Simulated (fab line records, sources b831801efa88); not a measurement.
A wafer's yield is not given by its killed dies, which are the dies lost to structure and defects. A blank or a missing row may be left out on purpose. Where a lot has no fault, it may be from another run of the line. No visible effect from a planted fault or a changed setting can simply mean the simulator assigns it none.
Chamber matching    flow sky130    SKY_CAPM_CVD_00 on pecvd-04: 3 sister chambers
The step deposits SiO2, target thk 15.5 nm. 3 wafers are shown with their chamber, then 7 later ones without.

WAFERS PAIRED WITH THEIR CHAMBERS
wafer   chamber  heater-power-w (W)
L907.4  2        735
L910.5  1        718
L918.4  0        667

WAFERS MISSING THEIR CHAMBER
wafer   heater-power-w (W)
L918.6  662
L923.1  573
L923.4  687
L923.6  585
L924.2  657
L924.5  608
L924.6  659

WHICH CHAMBER EACH ONE RAN IN
wafer   from the rows above           in truth
L918.6  can't be placed: 0 or 1 or 2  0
L923.1  can't be placed: 0 or 1 or 2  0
L923.4  can't be placed: 0 or 1 or 2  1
L923.6  can't be placed: 0 or 1 or 2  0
L924.2  can't be placed: 0 or 1 or 2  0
L924.5  can't be placed: 0 or 1 or 2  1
L924.6  can't be placed: 0 or 1 or 2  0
0 of 7 placed correctly. These rows do not allow placing 7 (true chamber among the candidates in 7). 0 placed wrongly.
How it was worked out, from the rows above alone: a wafer's distance from a chamber is the root of the sum, over the readings, of the square of ((its reading less the chamber's mean) divided by the reading's scatter). The wafer belongs to the nearest chamber; if the next one is less than 2 further off, it can't be placed. The mean given for a chamber averages the wafers shown for that chamber. The scatter (one wafer shown for each chamber): square how far every hidden wafer sits from the nearest shown wafer, average those squares and take the square root.
